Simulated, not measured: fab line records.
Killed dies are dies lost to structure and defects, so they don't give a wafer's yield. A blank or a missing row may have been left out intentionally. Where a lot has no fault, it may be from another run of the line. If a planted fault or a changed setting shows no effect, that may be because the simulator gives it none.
What tool caused it? | flow sky130 | 39 wafers from 13 lots sampled at 3 of the route's 708 steps

WHAT THE GAUGES READ, wafer by wafer
SKY_POLY_GATE_OVL_MEAS_14.
lot  | measured     | on         | POLY_GATE_OVL (nm)
L187 | day 15 23:39 | overlay-02 | 0 5 6
L190 | day 17 12:51 | overlay-02 | 2 6 -2
L193 | day 18 19:40 | overlay-01 | -6 -7 -7
L194 | day 19 04:06 | overlay-01 | -3 -5 -2
L195 | day 19 10:10 | overlay-02 | -3 -2 -5
L197 | day 20 07:16 | overlay-01 | -3 -1 -1
L198 | day 20 23:41 | overlay-02 | 9 0 2
L203 | day 22 12:52 | overlay-02 | -6 -2 3
L205 | day 22 23:08 | overlay-01 | -7 -11 -16
L204 | day 23 00:53 | overlay-01 | 2 -1 1
L207 | day 24 07:01 | overlay-01 | -7 -6 -1
L209 | day 24 16:42 | overlay-02 | -9 -5 -8
L210 | day 24 20:07 | overlay-02 | -13 1 1

SKY_LDD_LDN_OVL_MEAS_07.
lot  | measured     | on         | LDD_LDN_OVL (nm)
L187 | day 22 11:10 | overlay-01 | 0.1 -1.8 -0.5
L190 | day 24 02:14 | overlay-02 | 1.9 1.4 -0.5
L193 | day 25 06:40 | overlay-01 | 1.3 3.2 1.4
L194 | day 25 15:41 | overlay-01 | -0.4 -0.8 0.0
L195 | day 25 21:05 | overlay-02 | -3.5 -3.5 -1.2
L197 | day 26 15:43 | overlay-02 | -1.5 0.9 -1.2
L198 | day 27 07:25 | overlay-02 | -2.1 -1.0 -1.5
L203 | day 28 18:12 | overlay-01 | -1.1 1.4 -0.9
L205 | day 29 03:40 | overlay-02 | -3.0 -3.1 -1.3
L204 | day 29 05:58 | overlay-01 | -1.7 -1.2 -1.8
L207 | day 30 10:48 | overlay-01 | 0.7 0.4 3.6
L209 | day 30 19:14 | overlay-02 | -0.1 0.3 -0.5
L210 | day 30 21:32 | overlay-01 | -1.1 -1.4 -0.8

EACH LOT AND THE TOOL THAT RAN IT (in order: tool; ch and the chambers of the sampled wafers; start)
lot  | SKY_LDD_HVP_STRIP_09
L187 | plasma asher-01 ch 0,1, day 21 04:47
L190 | plasma asher-01 ch 0,1, day 22 20:46
L193 | plasma asher-02 ch 0,1, day 24 00:40
L194 | plasma asher-02 ch 0,1, day 24 09:22
L195 | plasma asher-03 ch 0,1, day 24 15:32
L197 | plasma asher-02 ch 0,1, day 25 10:52
L198 | plasma asher-02 ch 0,1, day 26 03:14
L203 | plasma asher-02 ch 0,1, day 27 14:16
L205 | plasma asher-03 ch 0,1, day 27 22:13
L204 | plasma asher-02 ch 0,1, day 28 00:55
L207 | plasma asher-03 ch 0,1, day 29 06:46
L209 | plasma asher-03 ch 0,1, day 29 15:41
L210 | plasma asher-03 ch 0,1, day 29 18:16
- SKY_LDD_HVP_STRIP_09: strips in O2/N2.

WHAT THE TOOLS THEMSELVES READ (means of the sampled wafers that have a number; where no wafer has one, the mark that the record gives instead)
SKY_LDD_HVP_STRIP_09.
lot  | tool            | drypump motor current A (A) | oes product au (a.u.) | strip time to endpoint s (s)
L187 | plasma asher-01 | 6.0                         | 0.408                 | 4.153
L190 | plasma asher-01 | 6.0                         | 0.408                 | 4.163
L193 | plasma asher-02 | 5.7                         | 0.411                 | 4.158
L194 | plasma asher-02 | 5.5                         | 0.409                 | 4.140
L195 | plasma asher-03 | 5.9                         | 0.411                 | 4.134
L197 | plasma asher-02 | 5.7                         | 0.412                 | 4.154
L198 | plasma asher-02 | 5.5                         | 0.405                 | 4.132
L203 | plasma asher-02 | 5.7                         | 0.412                 | 4.145
L205 | plasma asher-03 | 5.9                         | 0.405                 | 4.136
L204 | plasma asher-02 | 5.7                         | 0.410                 | 4.137
L207 | plasma asher-03 | 5.9                         | 0.407                 | 4.130
L209 | plasma asher-03 | 5.9                         | 0.407                 | 4.158
L210 | plasma asher-03 | 5.9                         | 0.410                 | 4.142

THE ANSWER, worked out from the rows above alone
Rule: usual is defined by the lots themselves. The widest of any qualifying gaps counts: lots, ordered by their means at a reading, are off when they make up no more than a third of the lots, leave a main group of 4 or more, and stand apart from it by 3 or more times the standard deviation of that group's means. The tables above print the reading to a certain number of digits; a main group whose means all agree to those digits is not used. A lot without any number at a reading at which 4 lots or more have one is off too. The other lots that the step has rows for count as sound. After the gauges, taken in route order, come the tools' own readings; for these a lot's mean is taken, as printed above. The first step at which some lot is off is used, and at that step the reading that is off furthest; a lot without a number counts as furthest.
No lot is off at any reading shown: from this, nothing can be told.

WHAT WAS PUT IN BY THE SIMULATOR
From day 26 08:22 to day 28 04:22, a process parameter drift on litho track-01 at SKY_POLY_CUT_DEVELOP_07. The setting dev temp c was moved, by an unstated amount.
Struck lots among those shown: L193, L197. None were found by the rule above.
